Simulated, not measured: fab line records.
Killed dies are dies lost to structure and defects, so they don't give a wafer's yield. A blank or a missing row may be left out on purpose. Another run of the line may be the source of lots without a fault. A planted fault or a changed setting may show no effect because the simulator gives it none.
fab line records :: flow sky130
record:
  lots: 7
  wafers: 21
  lastDay: 50
route steps=708 shown PWDE@55 NWELL@56
lots with no fault: from the same line, run without faults
startH: the number of hours between the record's first day and the start of the first shown wafer of the lot :: waitH: time in hours since the lot's previous step :: " as in the row above :: L1.1+2: a single row standing in for several wafers :: - no value, or no start was given :: * or withheld: withheld :: < > ~ a bound
route shown NAME@n: names a module that has steps shown in the file, with the first one's number in the route :: usual: mean and standard deviation over wafers with no fault :: same: alike in all rows :: chamber/n: place in a boat :: sites: the reading at each site :: _std_site: their standard deviation :: _edge_site: outer sites' mean less inner sites' :: radiusMm: for every site, how far away it sits from the centre of the wafer :: mask NAME#n: copy n :: behind: tool/chamber where the wafer was last shaped :: hold: the reason the lot was held/the length of the hold in hours/how it ended :: device: transistor that didn't switch, given as n, p or np :: end of line: tests run on the same wafers once the route is complete :: a step given without rows: its recipe and nothing more :: killed: dies that structure and defects cost at the first sort, which is not the same as the wafer's yield :: map: the dies of a wafer, with x for killed, . for not killed, _ for no die there
set.NAME: the setting as run; set.NAME@STEP: as run at that earlier step :: model.NAME: the simulator's own value behind a step, which no gauge read
lots seen at some steps along the route; tables by step, rows by wafer
services: a tool's chamber out of use, with start hour (startH, from the record's first day; less than 0 if before it), hours out, and reason
== steps ==
step: SKY_PWDE_TW_MEAS_10
usual:
  PWDE_TW: 373/3
lot.wafer: L875.2
tool: filmMetro-04
chamber: -
startH: 91.87
waitH: 0.1
PWDE_TW: 376

lot.wafer: L875.4
tool: filmMetro-04
chamber: -
startH: 91.87
waitH: 0.1
PWDE_TW: 376

lot.wafer: L875.5
tool: filmMetro-04
chamber: -
startH: 91.87
waitH: 0.1
PWDE_TW: 376

lot.wafer: L876.3
tool: filmMetro-04
chamber: -
startH: 97.13
waitH: 0.1
PWDE_TW: 377

lot.wafer: L876.4
tool: filmMetro-04
chamber: -
startH: 97.13
waitH: 0.1
PWDE_TW: 376

lot.wafer: L876.6
tool: filmMetro-04
chamber: -
startH: 97.13
waitH: 0.1
PWDE_TW: 376

lot.wafer: L877.2
tool: filmMetro-04
chamber: -
startH: 102.71
waitH: 0.1
PWDE_TW: 377

lot.wafer: L877.5
tool: filmMetro-04
chamber: -
startH: 102.71
waitH: 0.1
PWDE_TW: 378

lot.wafer: L877.6
tool: filmMetro-04
chamber: -
startH: 102.71
waitH: 0.1
PWDE_TW: 378

lot.wafer: L878.4
tool: filmMetro-04
chamber: -
startH: 107.78
waitH: 0.1
PWDE_TW: 376

lot.wafer: L878.5
tool: filmMetro-04
chamber: -
startH: 107.78
waitH: 0.1
PWDE_TW: 375

lot.wafer: L878.6
tool: filmMetro-04
chamber: -
startH: 107.78
waitH: 0.1
PWDE_TW: 376

lot.wafer: L887.1
tool: filmMetro-02
chamber: -
startH: 157.61
waitH: 0.1
PWDE_TW: 370

lot.wafer: L887.2
tool: filmMetro-02
chamber: -
startH: 157.61
waitH: 0.1
PWDE_TW: 373

lot.wafer: L887.4
tool: filmMetro-02
chamber: -
startH: 157.61
waitH: 0.1
PWDE_TW: 371

lot.wafer: L889.3
tool: filmMetro-02
chamber: -
startH: 168.08
waitH: 0.1
PWDE_TW: 371

lot.wafer: L889.4
tool: filmMetro-02
chamber: -
startH: 168.08
waitH: 0.1
PWDE_TW: 372

lot.wafer: L889.6
tool: filmMetro-02
chamber: -
startH: 168.08
waitH: 0.1
PWDE_TW: 373

lot.wafer: L894.1
tool: filmMetro-03
chamber: -
startH: 197.00
waitH: 0.1
PWDE_TW: 369

lot.wafer: L894.4
tool: filmMetro-03
chamber: -
startH: 197.00
waitH: 0.1
PWDE_TW: 371

lot.wafer: L894.6
tool: filmMetro-03
chamber: -
startH: 197.00
waitH: 0.1
PWDE_TW: 372
step: SKY_NWELL_DEHYDRATE_03
recipe:
  tempC: 200
  timeS: 60
step: SKY_NWELL_HMDS_04
recipe:
  primeTimeS: 60
  primeTempC: 120
step: SKY_NWELL_COAT_05
recipe:
  spinRpm: 2000
  resistThkNm: 3000
step: SKY_NWELL_SOFTBAKE_06
recipe:
  tempC: 110
  timeS: withheld
step: SKY_NWELL_EXPOSE_07
recipe:
  maskId: NWM
  na: 0.6
  sourceShape: conventional
  sigmaOuter: 0.6
  polarization: unpolarized
  targetCdNm: 840
  doseMj: 255
step: SKY_NWELL_PEB_08
recipe:
  tempC: 115
  timeS: withheld
step: SKY_NWELL_DEVELOP_09
recipe:
  wallAngleDeg: 90
  developer: TMAH
  developTimeS: 60
  devTempC: 23
step: SKY_NWELL_OVL_MEAS_10
usual:
  NWELL_00_OVL: 0.5/1.4
lot.wafer: L875.2
tool: overlay-02
chamber: -
startH: 109.58
waitH: -
NWELL_00_OVL[nm]: 1.4

lot.wafer: L875.4
tool: overlay-02
chamber: -
startH: 109.58
waitH: -
NWELL_00_OVL[nm]: 0.7

lot.wafer: L875.5
tool: overlay-02
chamber: -
startH: 109.58
waitH: -
NWELL_00_OVL[nm]: 1.6

lot.wafer: L876.3
tool: overlay-02
chamber: -
startH: 114.00
waitH: -
NWELL_00_OVL[nm]: 0.8

lot.wafer: L876.4
tool: overlay-02
chamber: -
startH: 114.00
waitH: -
NWELL_00_OVL[nm]: 0.3

lot.wafer: L876.6
tool: overlay-02
chamber: -
startH: 114.00
waitH: -
NWELL_00_OVL[nm]: 2.0

lot.wafer: L877.2
tool: overlay-01
chamber: -
startH: 121.39
waitH: -
NWELL_00_OVL[nm]: -1.7

lot.wafer: L877.5
tool: overlay-01
chamber: -
startH: 121.39
waitH: -
NWELL_00_OVL[nm]: 0.3

lot.wafer: L877.6
tool: overlay-01
chamber: -
startH: 121.39
waitH: -
NWELL_00_OVL[nm]: 1.0

lot.wafer: L878.4
tool: overlay-02
chamber: -
startH: 126.05
waitH: -
NWELL_00_OVL[nm]: 1.6

lot.wafer: L878.5
tool: overlay-02
chamber: -
startH: 126.05
waitH: -
NWELL_00_OVL[nm]: 2.0

lot.wafer: L878.6
tool: overlay-02
chamber: -
startH: 126.05
waitH: -
NWELL_00_OVL[nm]: 0.7

lot.wafer: L887.1
tool: overlay-01
chamber: -
startH: 178.19
waitH: -
NWELL_00_OVL[nm]: 1.5

lot.wafer: L887.2
tool: overlay-01
chamber: -
startH: 178.19
waitH: -
NWELL_00_OVL[nm]: 1.8

lot.wafer: L887.4
tool: overlay-01
chamber: -
startH: 178.19
waitH: -
NWELL_00_OVL[nm]: -1.5

lot.wafer: L889.3
tool: overlay-02
chamber: -
startH: 187.90
waitH: -
NWELL_00_OVL[nm]: 0.5

lot.wafer: L889.4
tool: overlay-02
chamber: -
startH: 187.90
waitH: -
NWELL_00_OVL[nm]: 1.1

lot.wafer: L889.6
tool: overlay-02
chamber: -
startH: 187.90
waitH: -
NWELL_00_OVL[nm]: 1.0

lot.wafer: L894.1
tool: overlay-02
chamber: -
startH: 218.21
waitH: -
NWELL_00_OVL[nm]: 1.2

lot.wafer: L894.4
tool: overlay-02
chamber: -
startH: 218.21
waitH: -
NWELL_00_OVL[nm]: -1.0

lot.wafer: L894.6
tool: overlay-02
chamber: -
startH: 218.21
waitH: -
NWELL_00_OVL[nm]: 1.1
step: SKY_NWELL_IMPLANT_11
recipe:
  species: P
  energyKev: 392.1
  doseCm2: 1.9e+13
  tiltDeg: withheld
step: SKY_NWELL_IMPLANT_12
recipe:
  species: P
  energyKev: 120
  doseCm2: 1.3e+12
  tiltDeg: withheld
step: SKY_NWELL_IMPLANT_13
recipe:
  species: P
  energyKev: 50
  doseCm2: 7e+11
  tiltDeg: withheld
step: SKY_NWELL_STRIP_14
recipe:
  chemistry: O2/N2
  powerW: 1400
  pressureMtorr: 1500
  platenTempC: withheld
  o2FlowSccm: 3000
  n2FlowSccm: 300
  overashFraction: 0.5
usual:
  chamberPressureMTorr: 1500.1/1.4
  drypumpMotorCurrentA: 5.5/0.61
  oesProductAu: 0.722/0.0043
  stripTimeToEndpointS: 36.87/0.099
lot.wafer: L875.2
tool: plasmaAsher-02
chamber: 0
startH: 110.06
waitH: 0.1
chamberPressureMTorr: -
drypumpMotorCurrentA: -
oesProductAu: -
rfHoursCounterH: -
stripTimeToEndpointS: -
model.coat_of_NWELL_COAT_05.thkNm: 2992

lot.wafer: L875.4
tool: plasmaAsher-02
chamber: 1
startH: 110.06
waitH: 0.1
chamberPressureMTorr: -
drypumpMotorCurrentA: -
oesProductAu: -
rfHoursCounterH: -
stripTimeToEndpointS: -
model.coat_of_NWELL_COAT_05.thkNm: 2979

lot.wafer: L875.5
tool: plasmaAsher-02
chamber: 1
startH: 110.06
waitH: 0.1
chamberPressureMTorr: -
drypumpMotorCurrentA: -
oesProductAu: -
rfHoursCounterH: -
stripTimeToEndpointS: -
model.coat_of_NWELL_COAT_05.thkNm: 2996

lot.wafer: L876.3
tool: plasmaAsher-01
chamber: 1
startH: 114.51
waitH: 0.1
chamberPressureMTorr: -
drypumpMotorCurrentA: -
oesProductAu: -
rfHoursCounterH: -
stripTimeToEndpointS: -
model.coat_of_NWELL_COAT_05.thkNm: 2986

lot.wafer: L876.4
tool: plasmaAsher-01
chamber: 0
startH: 114.51
waitH: 0.1
chamberPressureMTorr: -
drypumpMotorCurrentA: -
oesProductAu: -
rfHoursCounterH: -
stripTimeToEndpointS: -
model.coat_of_NWELL_COAT_05.thkNm: 3005

lot.wafer: L876.6
tool: plasmaAsher-01
chamber: 0
startH: 114.51
waitH: 0.1
chamberPressureMTorr: -
drypumpMotorCurrentA: -
oesProductAu: -
rfHoursCounterH: -
stripTimeToEndpointS: -
model.coat_of_NWELL_COAT_05.thkNm: 3006

lot.wafer: L877.2
tool: plasmaAsher-02
chamber: 0
startH: 121.87
waitH: 0.1
chamberPressureMTorr: -
drypumpMotorCurrentA: -
oesProductAu: -
rfHoursCounterH: -
stripTimeToEndpointS: -
model.coat_of_NWELL_COAT_05.thkNm: 2985

lot.wafer: L877.5
tool: plasmaAsher-02
chamber: 1
startH: 121.87
waitH: 0.1
chamberPressureMTorr: -
drypumpMotorCurrentA: -
oesProductAu: -
rfHoursCounterH: -
stripTimeToEndpointS: -
model.coat_of_NWELL_COAT_05.thkNm: 2981

lot.wafer: L877.6
tool: plasmaAsher-02
chamber: 0
startH: 121.87
waitH: 0.1
chamberPressureMTorr: -
drypumpMotorCurrentA: -
oesProductAu: -
rfHoursCounterH: -
stripTimeToEndpointS: -
model.coat_of_NWELL_COAT_05.thkNm: 2978

lot.wafer: L878.4
tool: plasmaAsher-02
chamber: 0
startH: 126.56
waitH: 0.1
chamberPressureMTorr: 1503.1
drypumpMotorCurrentA: 5.0
oesProductAu: 0.724
rfHoursCounterH: -
stripTimeToEndpointS: 36.96
model.coat_of_NWELL_COAT_05.thkNm: 0

lot.wafer: L878.5
tool: plasmaAsher-02
chamber: 1
startH: 126.56
waitH: 0.1
chamberPressureMTorr: 1499.4
drypumpMotorCurrentA: 6.1
oesProductAu: 0.735
rfHoursCounterH: -
stripTimeToEndpointS: 36.94
model.coat_of_NWELL_COAT_05.thkNm: 0

lot.wafer: L878.6
tool: plasmaAsher-02
chamber: 0
startH: 126.56
waitH: 0.1
chamberPressureMTorr: 1499.0
drypumpMotorCurrentA: 5.0
oesProductAu: 0.720
rfHoursCounterH: -
stripTimeToEndpointS: 37.04
model.coat_of_NWELL_COAT_05.thkNm: 0

lot.wafer: L887.1
tool: plasmaAsher-02
chamber: 1
startH: 178.67
waitH: 0.1
chamberPressureMTorr: 1501.5
drypumpMotorCurrentA: 6.1
oesProductAu: 0.726
rfHoursCounterH: 50
stripTimeToEndpointS: 36.94
model.coat_of_NWELL_COAT_05.thkNm: 0

lot.wafer: L887.2
tool: plasmaAsher-02
chamber: 0
startH: 178.67
waitH: 0.1
chamberPressureMTorr: 1500.9
drypumpMotorCurrentA: 5.0
oesProductAu: 0.722
rfHoursCounterH: 50
stripTimeToEndpointS: 37.01
model.coat_of_NWELL_COAT_05.thkNm: 0

lot.wafer: L887.4
tool: plasmaAsher-02
chamber: 0
startH: 178.67
waitH: 0.1
chamberPressureMTorr: 1501.6
drypumpMotorCurrentA: 5.0
oesProductAu: 0.718
rfHoursCounterH: -
stripTimeToEndpointS: 37.10
model.coat_of_NWELL_COAT_05.thkNm: 0

lot.wafer: L889.3
tool: plasmaAsher-04
chamber: 0
startH: 188.41
waitH: 0.1
chamberPressureMTorr: 1500.1
drypumpMotorCurrentA: 6.6
oesProductAu: 0.722
rfHoursCounterH: -
stripTimeToEndpointS: 37.00
model.coat_of_NWELL_COAT_05.thkNm: 0

lot.wafer: L889.4
tool: plasmaAsher-04
chamber: 1
startH: 188.41
waitH: 0.1
chamberPressureMTorr: 1499.0
drypumpMotorCurrentA: 5.8
oesProductAu: 0.725
rfHoursCounterH: -
stripTimeToEndpointS: 36.97
model.coat_of_NWELL_COAT_05.thkNm: 0

lot.wafer: L889.6
tool: plasmaAsher-04
chamber: 1
startH: 188.41
waitH: 0.1
chamberPressureMTorr: 1500.0
drypumpMotorCurrentA: 5.8
oesProductAu: 0.721
rfHoursCounterH: -
stripTimeToEndpointS: 36.93
model.coat_of_NWELL_COAT_05.thkNm: 0

lot.wafer: L894.1
tool: plasmaAsher-01
chamber: 1
startH: 218.70
waitH: 0.1
chamberPressureMTorr: 1498.3
drypumpMotorCurrentA: 4.8
oesProductAu: 0.715
rfHoursCounterH: 41
stripTimeToEndpointS: 36.70
model.coat_of_NWELL_COAT_05.thkNm: 0

lot.wafer: L894.4
tool: plasmaAsher-01
chamber: 0
startH: 218.70
waitH: 0.1
chamberPressureMTorr: 1498.0
drypumpMotorCurrentA: 5.2
oesProductAu: 0.731
rfHoursCounterH: -
stripTimeToEndpointS: 36.71
model.coat_of_NWELL_COAT_05.thkNm: 0

lot.wafer: L894.6
tool: plasmaAsher-01
chamber: 0
startH: 218.70
waitH: 0.1
chamberPressureMTorr: 1501.3
drypumpMotorCurrentA: 5.2
oesProductAu: 0.721
rfHoursCounterH: -
stripTimeToEndpointS: 36.70
model.coat_of_NWELL_COAT_05.thkNm: 0
step: SKY_NWELL_TW_MEAS_15
usual:
  NWELL_TW: 1807/14
lot.wafer: L875.2
tool: filmMetro-04
chamber: -
startH: 110.17
waitH: 0.1
NWELL_TW: 1825

lot.wafer: L875.4
tool: filmMetro-04
chamber: -
startH: 110.17
waitH: 0.1
NWELL_TW: 1819

lot.wafer: L875.5
tool: filmMetro-04
chamber: -
startH: 110.17
waitH: 0.1
NWELL_TW: 1815

lot.wafer: L876.3
tool: filmMetro-02
chamber: -
startH: 114.59
waitH: 0.1
NWELL_TW: 1804

lot.wafer: L876.4
tool: filmMetro-02
chamber: -
startH: 114.59
waitH: 0.1
NWELL_TW: 1800

lot.wafer: L876.6
tool: filmMetro-02
chamber: -
startH: 114.59
waitH: 0.1
NWELL_TW: 1803

lot.wafer: L877.2
tool: filmMetro-03
chamber: -
startH: 121.98
waitH: 0.1
NWELL_TW: 1785

lot.wafer: L877.5
tool: filmMetro-03
chamber: -
startH: 121.98
waitH: 0.1
NWELL_TW: 1791

lot.wafer: L877.6
tool: filmMetro-03
chamber: -
startH: 121.98
waitH: 0.1
NWELL_TW: 1782

lot.wafer: L878.4
tool: filmMetro-02
chamber: -
startH: 126.65
waitH: 0.1
NWELL_TW: 1806

lot.wafer: L878.5
tool: filmMetro-02
chamber: -
startH: 126.65
waitH: 0.1
NWELL_TW: 1810

lot.wafer: L878.6
tool: filmMetro-02
chamber: -
startH: 126.65
waitH: 0.1
NWELL_TW: 1805

lot.wafer: L887.1
tool: filmMetro-04
chamber: -
startH: 178.77
waitH: 0.1
NWELL_TW: 1815

lot.wafer: L887.2
tool: filmMetro-04
chamber: -
startH: 178.77
waitH: 0.1
NWELL_TW: 1815

lot.wafer: L887.4
tool: filmMetro-04
chamber: -
startH: 178.77
waitH: 0.1
NWELL_TW: 1794

lot.wafer: L889.3
tool: filmMetro-03
chamber: -
startH: 188.49
waitH: 0.1
NWELL_TW: 1803

lot.wafer: L889.4
tool: filmMetro-03
chamber: -
startH: 188.49
waitH: 0.1
NWELL_TW: 1801

lot.wafer: L889.6
tool: filmMetro-03
chamber: -
startH: 188.49
waitH: 0.1
NWELL_TW: 1809

lot.wafer: L894.1
tool: filmMetro-02
chamber: -
startH: 218.80
waitH: 0.1
NWELL_TW: 1797

lot.wafer: L894.4
tool: filmMetro-02
chamber: -
startH: 218.80
waitH: 0.1
NWELL_TW: 1780

lot.wafer: L894.6
tool: filmMetro-02
chamber: -
startH: 218.80
waitH: 0.1
NWELL_TW: 1786
step: SKY_NWELL_DEHYDRATE_16
recipe:
  tempC: 200
  timeS: 60
step: SKY_NWELL_HMDS_17
recipe:
  primeTimeS: 60
  primeTempC: 120
step: SKY_NWELL_COAT_18
recipe:
  spinRpm: 2000
  resistThkNm: 3000
step: SKY_NWELL_SOFTBAKE_19
recipe:
  tempC: 110
  timeS: withheld
step: SKY_NWELL_EXPOSE_20
recipe:
  maskId: NWM_COMPLEMENT
  na: 0.6
  sourceShape: conventional
  sigmaOuter: 0.6
  polarization: unpolarized
  targetCdNm: 840
  doseMj: 260
step: SKY_NWELL_PEB_21
recipe:
  tempC: 115
  timeS: withheld
step: SKY_NWELL_DEVELOP_22
recipe:
  wallAngleDeg: 90
  developer: TMAH
  developTimeS: 60
  devTempC: 23
step: SKY_NWELL_OVL_MEAS_23
usual:
  NWELL_01_OVL: 0.8/1.2
lot.wafer: L875.2
tool: overlay-02
chamber: -
startH: 128.28
waitH: -
NWELL_01_OVL[nm]: -0.7

lot.wafer: L875.4
tool: overlay-02
chamber: -
startH: 128.28
waitH: -
NWELL_01_OVL[nm]: 1.5

lot.wafer: L875.5
tool: overlay-02
chamber: -
startH: 128.28
waitH: -
NWELL_01_OVL[nm]: 1.7

lot.wafer: L876.3
tool: overlay-02
chamber: -
startH: 132.94
waitH: -
NWELL_01_OVL[nm]: 3.8

lot.wafer: L876.4
tool: overlay-02
chamber: -
startH: 132.94
waitH: -
NWELL_01_OVL[nm]: 4.0

lot.wafer: L876.6
tool: overlay-02
chamber: -
startH: 132.94
waitH: -
NWELL_01_OVL[nm]: 4.5

lot.wafer: L877.2
tool: overlay-01
chamber: -
startH: 140.92
waitH: -
NWELL_01_OVL[nm]: 3.1

lot.wafer: L877.5
tool: overlay-01
chamber: -
startH: 140.92
waitH: -
NWELL_01_OVL[nm]: 2.1

lot.wafer: L877.6
tool: overlay-01
chamber: -
startH: 140.92
waitH: -
NWELL_01_OVL[nm]: 2.3

lot.wafer: L878.4
tool: overlay-01
chamber: -
startH: 145.34
waitH: -
NWELL_01_OVL[nm]: 0.0

lot.wafer: L878.5
tool: overlay-01
chamber: -
startH: 145.34
waitH: -
NWELL_01_OVL[nm]: 1.8

lot.wafer: L878.6
tool: overlay-01
chamber: -
startH: 145.34
waitH: -
NWELL_01_OVL[nm]: 1.0

lot.wafer: L887.1
tool: overlay-02
chamber: -
startH: 198.61
waitH: -
NWELL_01_OVL[nm]: 1.5

lot.wafer: L887.2
tool: overlay-02
chamber: -
startH: 198.61
waitH: -
NWELL_01_OVL[nm]: 1.0

lot.wafer: L887.4
tool: overlay-02
chamber: -
startH: 198.61
waitH: -
NWELL_01_OVL[nm]: 0.0

lot.wafer: L889.3
tool: overlay-01
chamber: -
startH: 209.99
waitH: -
NWELL_01_OVL[nm]: 1.7

lot.wafer: L889.4
tool: overlay-01
chamber: -
startH: 209.99
waitH: -
NWELL_01_OVL[nm]: 1.4

lot.wafer: L889.6
tool: overlay-01
chamber: -
startH: 209.99
waitH: -
NWELL_01_OVL[nm]: 2.4

lot.wafer: L894.1
tool: overlay-01
chamber: -
startH: 241.46
waitH: -
NWELL_01_OVL[nm]: 0.4

lot.wafer: L894.4
tool: overlay-01
chamber: -
startH: 241.46
waitH: -
NWELL_01_OVL[nm]: -0.1

lot.wafer: L894.6
tool: overlay-01
chamber: -
startH: 241.46
waitH: -
NWELL_01_OVL[nm]: -0.6
step: SKY_NWELL_IMPLANT_24
recipe:
  species: B
  energyKev: 140
  doseCm2: 9.2e+12
  tiltDeg: withheld
step: SKY_NWELL_STRIP_25
recipe:
  chemistry: O2/N2
  powerW: 1400
  pressureMtorr: 1500
  platenTempC: withheld
  o2FlowSccm: 3000
  n2FlowSccm: 300
  overashFraction: 0.5
usual:
  chamberPressureMTorr: 1500.1/1.7
  drypumpMotorCurrentA: 5.5/0.63
  oesProductAu: 0.722/0.0047
  stripTimeToEndpointS: 36.88/0.098
lot.wafer: L875.2
tool: plasmaAsher-04
chamber: 0
startH: 128.46
waitH: 0.1
chamberPressureMTorr: 1499.4
drypumpMotorCurrentA: 6.6
oesProductAu: 0.743
rfHoursCounterH: 0
stripTimeToEndpointS: 80.95

lot.wafer: L875.4
tool: plasmaAsher-04
chamber: 1
startH: 128.46
waitH: 0.1
chamberPressureMTorr: 1499.8
drypumpMotorCurrentA: 5.8
oesProductAu: 0.732
rfHoursCounterH: -
stripTimeToEndpointS: 80.75

lot.wafer: L875.5
tool: plasmaAsher-04
chamber: 1
startH: 128.46
waitH: 0.1
chamberPressureMTorr: 1501.0
drypumpMotorCurrentA: 5.8
oesProductAu: 0.736
rfHoursCounterH: -
stripTimeToEndpointS: 80.96

lot.wafer: L876.3
tool: plasmaAsher-01
chamber: 1
startH: 133.15
waitH: 0.1
chamberPressureMTorr: 1499.3
drypumpMotorCurrentA: 4.8
oesProductAu: 0.737
rfHoursCounterH: -
stripTimeToEndpointS: 80.90

lot.wafer: L876.4
tool: plasmaAsher-01
chamber: 0
startH: 133.15
waitH: 0.1
chamberPressureMTorr: 1499.6
drypumpMotorCurrentA: 5.3
oesProductAu: 0.738
rfHoursCounterH: -
stripTimeToEndpointS: 81.33

lot.wafer: L876.6
tool: plasmaAsher-01
chamber: 0
startH: 133.15
waitH: 0.1
chamberPressureMTorr: 1500.7
drypumpMotorCurrentA: 5.2
oesProductAu: 0.737
rfHoursCounterH: -
stripTimeToEndpointS: 81.25

lot.wafer: L877.2
tool: plasmaAsher-01
chamber: 1
startH: 141.10
waitH: 0.1
chamberPressureMTorr: 1501.9
drypumpMotorCurrentA: 4.8
oesProductAu: 0.735
rfHoursCounterH: 33
stripTimeToEndpointS: 81.00

lot.wafer: L877.5
tool: plasmaAsher-01
chamber: 0
startH: 141.10
waitH: 0.1
chamberPressureMTorr: 1498.5
drypumpMotorCurrentA: 5.3
oesProductAu: 0.734
rfHoursCounterH: -
stripTimeToEndpointS: 80.96

lot.wafer: L877.6
tool: plasmaAsher-01
chamber: 1
startH: 141.10
waitH: 0.1
chamberPressureMTorr: 1502.3
drypumpMotorCurrentA: 4.9
oesProductAu: 0.741
rfHoursCounterH: -
stripTimeToEndpointS: 80.97

lot.wafer: L878.4
tool: plasmaAsher-04
chamber: 1
startH: 145.55
waitH: 0.1
chamberPressureMTorr: 1501.6
drypumpMotorCurrentA: 5.9
oesProductAu: 0.725
rfHoursCounterH: -
stripTimeToEndpointS: 37.03

lot.wafer: L878.5
tool: plasmaAsher-04
chamber: 1
startH: 145.55
waitH: 0.1
chamberPressureMTorr: 1500.3
drypumpMotorCurrentA: 5.8
oesProductAu: 0.720
rfHoursCounterH: -
stripTimeToEndpointS: 37.06

lot.wafer: L878.6
tool: plasmaAsher-04
chamber: 0
startH: 145.55
waitH: 0.1
chamberPressureMTorr: 1497.4
drypumpMotorCurrentA: 6.6
oesProductAu: 0.720
rfHoursCounterH: -
stripTimeToEndpointS: 36.96

lot.wafer: L887.1
tool: plasmaAsher-01
chamber: 1
startH: 198.80
waitH: 0.1
chamberPressureMTorr: 1500.5
drypumpMotorCurrentA: 4.8
oesProductAu: 0.722
rfHoursCounterH: 39
stripTimeToEndpointS: 36.97

lot.wafer: L887.2
tool: plasmaAsher-01
chamber: 0
startH: 198.80
waitH: 0.1
chamberPressureMTorr: 1499.7
drypumpMotorCurrentA: 5.2
oesProductAu: 0.719
rfHoursCounterH: 39
stripTimeToEndpointS: 36.98

lot.wafer: L887.4
tool: plasmaAsher-01
chamber: 0
startH: 198.80
waitH: 0.1
chamberPressureMTorr: 1501.4
drypumpMotorCurrentA: 5.2
oesProductAu: 0.724
rfHoursCounterH: -
stripTimeToEndpointS: 36.98

lot.wafer: L889.3
tool: plasmaAsher-01
chamber: 0
startH: 210.19
waitH: 0.1
chamberPressureMTorr: 1501.3
drypumpMotorCurrentA: 5.2
oesProductAu: 0.725
rfHoursCounterH: -
stripTimeToEndpointS: 37.01

lot.wafer: L889.4
tool: plasmaAsher-01
chamber: 1
startH: 210.19
waitH: 0.1
chamberPressureMTorr: 1497.7
drypumpMotorCurrentA: 4.8
oesProductAu: 0.726
rfHoursCounterH: -
stripTimeToEndpointS: 37.08

lot.wafer: L889.6
tool: plasmaAsher-01
chamber: 1
startH: 210.19
waitH: 0.1
chamberPressureMTorr: 1500.9
drypumpMotorCurrentA: 4.8
oesProductAu: 0.725
rfHoursCounterH: -
stripTimeToEndpointS: 37.06

lot.wafer: L894.1
tool: plasmaAsher-02
chamber: 1
startH: 241.65
waitH: 0.1
chamberPressureMTorr: 1501.6
drypumpMotorCurrentA: 6.1
oesProductAu: 0.724
rfHoursCounterH: 57
stripTimeToEndpointS: 36.94

lot.wafer: L894.4
tool: plasmaAsher-02
chamber: 0
startH: 241.65
waitH: 0.1
chamberPressureMTorr: 1496.9
drypumpMotorCurrentA: 5.0
oesProductAu: 0.716
rfHoursCounterH: -
stripTimeToEndpointS: 36.97

lot.wafer: L894.6
tool: plasmaAsher-02
chamber: 1
startH: 241.65
waitH: 0.1
chamberPressureMTorr: 1500.5
drypumpMotorCurrentA: 6.2
oesProductAu: 0.720
rfHoursCounterH: -
stripTimeToEndpointS: 36.89
step: SKY_NWELL_TW_MEAS_26
usual:
  NWELL_2_TW: 493/3.3
lot.wafer: L875.2
tool: filmMetro-04
chamber: -
startH: 128.57
waitH: 0.1
NWELL_2_TW: 30

lot.wafer: L875.4
tool: filmMetro-04
chamber: -
startH: 128.57
waitH: 0.1
NWELL_2_TW: 30

lot.wafer: L875.5
tool: filmMetro-04
chamber: -
startH: 128.57
waitH: 0.1
NWELL_2_TW: 30

lot.wafer: L876.3
tool: filmMetro-03
chamber: -
startH: 133.23
waitH: 0.1
NWELL_2_TW: 30

lot.wafer: L876.4
tool: filmMetro-03
chamber: -
startH: 133.23
waitH: 0.1
NWELL_2_TW: 29

lot.wafer: L876.6
tool: filmMetro-03
chamber: -
startH: 133.23
waitH: 0.1
NWELL_2_TW: 29

lot.wafer: L877.2
tool: filmMetro-04
chamber: -
startH: 141.21
waitH: 0.1
NWELL_2_TW: 30

lot.wafer: L877.5
tool: filmMetro-04
chamber: -
startH: 141.21
waitH: 0.1
NWELL_2_TW: 30

lot.wafer: L877.6
tool: filmMetro-04
chamber: -
startH: 141.21
waitH: 0.1
NWELL_2_TW: 30

lot.wafer: L878.4
tool: filmMetro-02
chamber: -
startH: 145.64
waitH: 0.1
NWELL_2_TW: 493

lot.wafer: L878.5
tool: filmMetro-02
chamber: -
startH: 145.64
waitH: 0.1
NWELL_2_TW: 497

lot.wafer: L878.6
tool: filmMetro-02
chamber: -
startH: 145.64
waitH: 0.1
NWELL_2_TW: 491

lot.wafer: L887.1
tool: filmMetro-02
chamber: -
startH: 198.90
waitH: 0.1
NWELL_2_TW: 490

lot.wafer: L887.2
tool: filmMetro-02
chamber: -
startH: 198.90
waitH: 0.1
NWELL_2_TW: 489

lot.wafer: L887.4
tool: filmMetro-02
chamber: -
startH: 198.90
waitH: 0.1
NWELL_2_TW: 491

lot.wafer: L889.3
tool: filmMetro-03
chamber: -
startH: 210.28
waitH: 0.1
NWELL_2_TW: 490

lot.wafer: L889.4
tool: filmMetro-03
chamber: -
startH: 210.28
waitH: 0.1
NWELL_2_TW: 491

lot.wafer: L889.6
tool: filmMetro-03
chamber: -
startH: 210.28
waitH: 0.1
NWELL_2_TW: 491

lot.wafer: L894.1
tool: filmMetro-02
chamber: -
startH: 241.75
waitH: 0.1
NWELL_2_TW: 489

lot.wafer: L894.4
tool: filmMetro-02
chamber: -
startH: 241.75
waitH: 0.1
NWELL_2_TW: 491

lot.wafer: L894.6
tool: filmMetro-02
chamber: -
startH: 241.75
waitH: 0.1
NWELL_2_TW: 491
step: SKY_NWELL_CLEAN_27
recipe:
  chemistry: SC1/SC2
  mix: 1:4:20
  tempC: 70
  timeS: 153.6
  dry: n2Spin
== services ==
tool: plasmaAsher-04
chamber: -
startH: 108.75
hours: 9.0
kind: pm

tool: plasmaAsher-04
chamber: 0
startH: 108.75
hours: 16.9
kind: ventCycle

tool: plasmaAsher-04
chamber: 1
startH: 108.75
hours: 16.9
kind: ventCycle

tool: plasmaAsher-04
chamber: -
startH: 112.37
hours: 13.3
kind: repair

tool: plasmaAsher-02
chamber: -
startH: 112.78
hours: 5.2
kind: repair

tool: plasmaAsher-04
chamber: 0
startH: 117.75
hours: -
kind: clean

tool: plasmaAsher-04
chamber: 1
startH: 117.75
hours: -
kind: clean
== key ==
firstSign:
  step: SKY_NWELL_STRIP_14
  reading: toolRecord
  direction: missing
effect:
  step: SKY_NWELL_STRIP_25
  reading: stripTimeToEndpointS
  direction: up
  sigmas: 99+
  usual: *
  struck: *
effect:
  step: SKY_NWELL_TW_MEAS_26
  reading: NWELL_2_TW
  direction: down
  sigmas: 99+
  usual: 493
  struck: 30
modelEffect:
  step: SKY_NWELL_STRIP_14
  value: coat_of_NWELL_COAT_05.thkNm
  without: 0
  struck: 2990
metAt SKY_NWELL_STRIP_14
struckWafers L875.2,L875.4,L875.5,L876.3,L876.4,L876.6,L877.2,L877.5,L877.6
sortLeftOut L875.2,L875.4,L875.5,L876.3,L876.4,L876.6,L877.2,L877.5,L877.6
testerLeftOut L875,L876,L877
fault:
  kind: skippedStepWhole
  tool: plasmaAsher-01,plasmaAsher-02
  chamber: -
  onsetH: 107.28
  steps: SKY_NWELL_STRIP_14
  scope: struckLotsOnly
testerLeftOut: of these lots the tester's yield and bins aren't shown, on N5 and GAA mostly nor the transistor test; their killed dies are dies lost to structure and defects alone, not to doping, threshold or leakage, so they don't give the yield
sortLeftOut: the simulated sort isn't trusted on such a fault, so these wafers' sort isn't shown, and their yield isn't known
